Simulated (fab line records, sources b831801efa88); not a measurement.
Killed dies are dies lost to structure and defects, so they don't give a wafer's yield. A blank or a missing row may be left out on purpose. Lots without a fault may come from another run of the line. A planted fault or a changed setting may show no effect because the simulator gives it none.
Which tool did it? | flow sky130 | 11 lots, 33 wafers sampled, at 2 steps of a route of 708

WHAT THE GAUGES READ, wafer by wafer
SKY_CAPM_THK_MEAS_01.
lot  | measured     | on            | CAPM_CVD_00_THK (nm)
L186 | day 36 22:37 | film_metro-01 | 15.69 15.28 15.64
L189 | day 38 01:57 | film_metro-02 | 15.40 15.52 15.83
L191 | day 38 21:04 | film_metro-01 | 15.24 14.93 15.26
L192 | day 38 21:39 | film_metro-04 | 15.47 15.59 15.70
L193 | day 39 20:35 | film_metro-02 | 15.24 15.38 15.61
L195 | day 40 03:34 | film_metro-02 | 15.04 14.93 15.30
L197 | day 40 10:01 | film_metro-01 | 15.80 15.63 15.74
L196 | day 40 15:02 | film_metro-01 | 15.41 15.65 15.69
L198 | day 40 16:37 | film_metro-02 | 15.84 15.71 15.98
L199 | day 41 01:13 | film_metro-02 | 15.41 15.60 15.66
L206 | day 42 22:06 | film_metro-02 | 14.65 15.61 15.24

SKY_METAL3_CD_MEAS_13: target cd 300 nm.
lot  | measured     | on        | cd_nm (nm)
L186 | day 39 03:41 | cd_sem-02 | 300.6 300.9 301.5
L189 | day 40 04:17 | cd_sem-01 | 299.2 299.8 299.9
L191 | day 40 22:01 | cd_sem-01 | 297.5 298.2 299.2
L192 | day 40 22:58 | cd_sem-01 | 299.3 301.3 299.9
L193 | day 41 22:05 | cd_sem-01 | 300.4 299.9 300.3
L195 | day 42 03:38 | cd_sem-01 | 298.4 298.6 298.6
L197 | day 42 10:17 | cd_sem-02 | 302.1 300.5 301.1
L196 | day 42 14:09 | cd_sem-02 | 301.3 300.2 300.3
L198 | day 42 16:20 | cd_sem-02 | 299.7 298.2 299.9
L199 | day 43 01:35 | cd_sem-02 | 301.3 301.6 299.5
L206 | day 44 18:49 | cd_sem-01 | 304.0 301.8 303.6

WHICH TOOL RAN EACH LOT (tool, then ch and the chambers of the sampled wafers, then the start)
The record holds no process step before these readings.

WHAT THE TOOLS THEMSELVES READ (means of the sampled wafers that have a number; where no wafer has one, the mark that the record gives instead)
The record holds no such reading with a usual standard deviation.

THE ANSWER, worked out from the rows above alone
Rule: what is usual is taken from the lots themselves. Put in order of their means at a reading, lots are off if they are a third of the lots or fewer, leave a main group of 4 or more, and stand apart from it by a gap of 3 or more times the standard deviation of the main group's means; of several such gaps the widest counts. A main group whose means are all the same, to the digits that the tables above print for the reading, isn't used. A lot without any number at a reading at which 4 lots or more have one is off too. The other lots that the step has rows for count as sound. The gauges are gone through in route order, then the tools' own readings, and for those a lot's mean is taken as printed above. The first step at which some lot is off is used, and at that step the reading that is off furthest; a lot without a number counts as furthest.
No lot is off at any reading shown: from this, nothing can be told.

WHAT THE SIMULATOR HAD PUT IN
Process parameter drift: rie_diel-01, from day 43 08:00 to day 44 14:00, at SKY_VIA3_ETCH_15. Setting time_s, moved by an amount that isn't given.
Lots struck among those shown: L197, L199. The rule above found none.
